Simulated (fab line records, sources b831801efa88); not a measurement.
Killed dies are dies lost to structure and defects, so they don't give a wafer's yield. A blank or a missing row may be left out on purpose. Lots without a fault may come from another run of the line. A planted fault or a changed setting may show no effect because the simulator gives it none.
One fault seen from 2 desks | flow sky130 | each desk has only its own numbers; what lay behind them comes last

THE METROLOGY DESK
What the gauges read, lot by lot, whatever tool the lot ran on: means of the sampled wafers that have a number. A lot is out of limits, marked OUT, if its mean lies more than 4 standard deviations from the usual mean; the brackets give that distance.
Columns: A = cd_nm at SKY_VIA1_CD_MEAS_12, usual 150.6 nm; B = VIA1_OVL at SKY_VIA1_OVL_MEAS_13, usual 0 nm; C = VIA1_W_RS at SKY_VIA1_RS_MEAS_22, usual 0.424 ohm/sq
lot  | first seen here | A     | B  | C
L915 | day 36 09:44    | 150.8 | -4 | 0.421
L916 | day 36 17:31    | 148.2 | -6 | 0.423
L917 | day 37 02:52    | 149.9 | 6  | 0.408
L918 | day 37 16:34    | 150.7 | 9  | 0.407
L920 | day 37 22:35    | 150.9 | -4 | 0.405
L926 | day 39 09:41    | 151.6 | -5 | 0.431
L929 | day 39 23:01    | 152.6 | 0  | 0.429
This desk's finding: nothing out of limits on any of the 7 lots.

THE TOOL OWNER'S DESK: cvd_w-01
The tool's own readings at SKY_VIA1_CVD_21 (deposits W, target thk 270 nm, time 80.902 s): means of the sampled wafers that have a number, for each lot that ran on this tool. A lot is out of limits, marked OUT, if its mean lies more than 4 standard deviations from the usual mean; the brackets give that distance.
Columns: A = chamber_pressure_Torr at SKY_VIA1_CVD_21, usual 40.01 Torr; B = heater_power_w at SKY_VIA1_CVD_21, usual 808 W
lot  | first seen here | A               | B
L915 | day 36 10:37    | 40.02           | 886
L916 | day 36 18:23    | 40.10           | 709
L917 | day 37 03:46    | 42.17 (+26) OUT | 755
L918 | day 37 17:28    | 42.34 (+28) OUT | 845
L920 | day 37 23:29    | 42.25 (+27) OUT | 883
This desk's finding: out of limits on L917, L918, L920; first on L917, day 37 03:46 (chamber_pressure_Torr at SKY_VIA1_CVD_21). In limits: L915, L916.

PUT TOGETHER
The tool owner's desk could have raised an alarm at day 37 03:46, on L917, L918, L920.
The metrology desk saw nothing out of limits.
The metrology desk has L917, L918, L920 on record, within its limits.
Of the lots named, all ran SKY_VIA1_CVD_21 on cvd_w-01.

WHAT THE SIMULATOR HAD PUT IN
Process parameter drift: cvd_w-01, from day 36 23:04 on, at SKY_VIA1_CVD_21. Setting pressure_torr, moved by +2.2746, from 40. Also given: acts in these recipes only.
Lots struck among those shown: L917, L918, L920.
Hours from the fault's start to each desk's first reading out of limits: the tool owner's desk, 5.
